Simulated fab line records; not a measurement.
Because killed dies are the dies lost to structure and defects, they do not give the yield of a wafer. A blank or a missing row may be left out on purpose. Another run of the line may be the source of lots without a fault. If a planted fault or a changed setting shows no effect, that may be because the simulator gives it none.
A struck lot beside a sound one || flow sky130 || 15 steps out of a route of 708
Sound: these wafers, L470.2, L470.3, L470.4. Struck: wafers L483.2, L483.5. (L483.4 of the same lot was not struck and is left out.) The cause comes at the end.
Per side, at each step with rows, come the tool, then ch with its chambers, and then its first start. Under that, the readings that differ: sound wafers || struck wafers || difference of the means || sigmas: that difference in standard deviations of wafers without a fault.
alike: words and numbers the same on both sides, and readings whose means are apart by under 2 such deviations; not compared: readings that were withheld, readings missing a value for some wafer, numbers with overlapping values and no deviation given by the record, and bounds like >300 which may hide the same value.
A row with sigmas, a row that says differs or no value, or rows on one side alone: a step with any of these is where the two part. Non-overlapping numbers with no deviation appear without sigmas and do not part them. A reading missing from all wafers of one side parts the sides only when that side holds two or more wafers.

first, 3 steps without rows for these wafers: SKY_CONTACT_STRIP_20 (strips in post etch residue remover, time 1200 s); SKY_CONTACT_CLEAN_21 (cleans in IPA, time 180 s); SKY_CONTACT_CLEAN_22 (cleans in O3/DIW).
SKY_CONTACT_SPUTTER_23: material TiN, target thk 20 nm, time 80 s.
  sound on pvd_sputter-04, day 31 21:40; struck on pvd_sputter-04, day 35 20:01
  alike: chamber_pressure_pa, throttle_valve_pct
SKY_CONTACT_CVD_24: deposits W, target thk 340 nm, time 102.12 s.
  sound on cvd_w-01 ch 0,1, day 31 21:44; struck on cvd_w-01 ch 0,1, day 35 20:05
  alike: heater_power_w
SKY_CONTACT_RS_MEAS_25: a four-point-probe measurement.
  sound on film_metro-03, day 31 21:52; struck on film_metro-03, day 35 20:13
  alike: CONTACT_W_RS
SKY_CONTACT_THK_MEAS_26: measures by xrf.
  sound on film_metro-03, day 31 21:58; struck on film_metro-03, day 35 20:19
  alike: CONTACT_W_THK
then, 1 step without rows for these wafers: SKY_CONTACT_CMP_27 (polishes, stops on SiO2, t overpolish 15 s, target thk 0 nm).
SKY_METAL1_SPUTTER_00: material Ti, target thk 15 nm, time 10 s.
  sound on pvd_sputter-03, day 31 22:19; struck on pvd_sputter-02, day 35 20:40
  alike: chamber_pressure_pa, throttle_valve_pct
SKY_METAL1_SPUTTER_01: material TiN, target thk 20 nm, time 16.7 s.
  sound on pvd_sputter-03, day 31 22:20; struck on pvd_sputter-02, day 35 20:41
  alike: chamber_pressure_pa, throttle_valve_pct
then, 1 step without rows for these wafers: SKY_METAL1_SPUTTER_02 (material AlCu, target thk 250 nm, time 13.3 s).
SKY_METAL1_SPUTTER_03: material Ti, target thk 5 nm, time 3.3 s.
  sound on pvd_sputter-03, day 31 22:23; struck on pvd_sputter-02, day 35 20:44
  alike: chamber_pressure_pa, throttle_valve_pct
SKY_METAL1_SPUTTER_04: material TiN, target thk 70 nm, time 58.3 s.
  sound on pvd_sputter-03, day 31 22:25; struck on pvd_sputter-02, day 35 20:46
{"reading": "chamber_pressure_pa (Pa)", "sound": "0.4012 0.4001 0.3994", "struck": "0.4207 0.4220", "difference": "+0.0211", "sigmas": "+25"}
  alike: throttle_valve_pct
SKY_METAL1_RS_MEAS_05: a four-point-probe measurement.
  sound on film_metro-04, day 31 22:29; struck on film_metro-04, day 35 20:50
  alike: METAL1_ALCU_RS
-- the record jumps here: 13 days lie between the struck wafers' starts before and after (it left off in module METAL1 and takes up again in module PAD_OPEN, whose first step shown is number 708 of the route) --
SKY_PAD_OPEN_PROBE_99:
  sound on prober-02, day 45 20:48; struck on prober-01, day 48 19:58
  alike: defect_limited_yield, killed_at_M0_to_M3, killed_at_M4_up, killed_at_contacts, killed_at_front_end, killed_at_other, killed_dies, killed_on_rim, killed_open, killed_short, sort_bin_3_pad_short, sort_bin_5_function, sort_bin_6_memory, sort_n_pass, sort_yield_pct

## WHERE THEY PART
Only at SKY_METAL1_SPUTTER_04, within this record. Later steps at which nothing parts them and some readings are alike: SKY_METAL1_RS_MEAS_05, SKY_PAD_OPEN_PROBE_99.

WHY: what had been put in by the simulator
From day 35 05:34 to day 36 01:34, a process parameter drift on pvd_sputter-02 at SKY_METAL1_SPUTTER_04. Setting chamber_pressure_pa shifted by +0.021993 from 0.4. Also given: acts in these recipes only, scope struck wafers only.
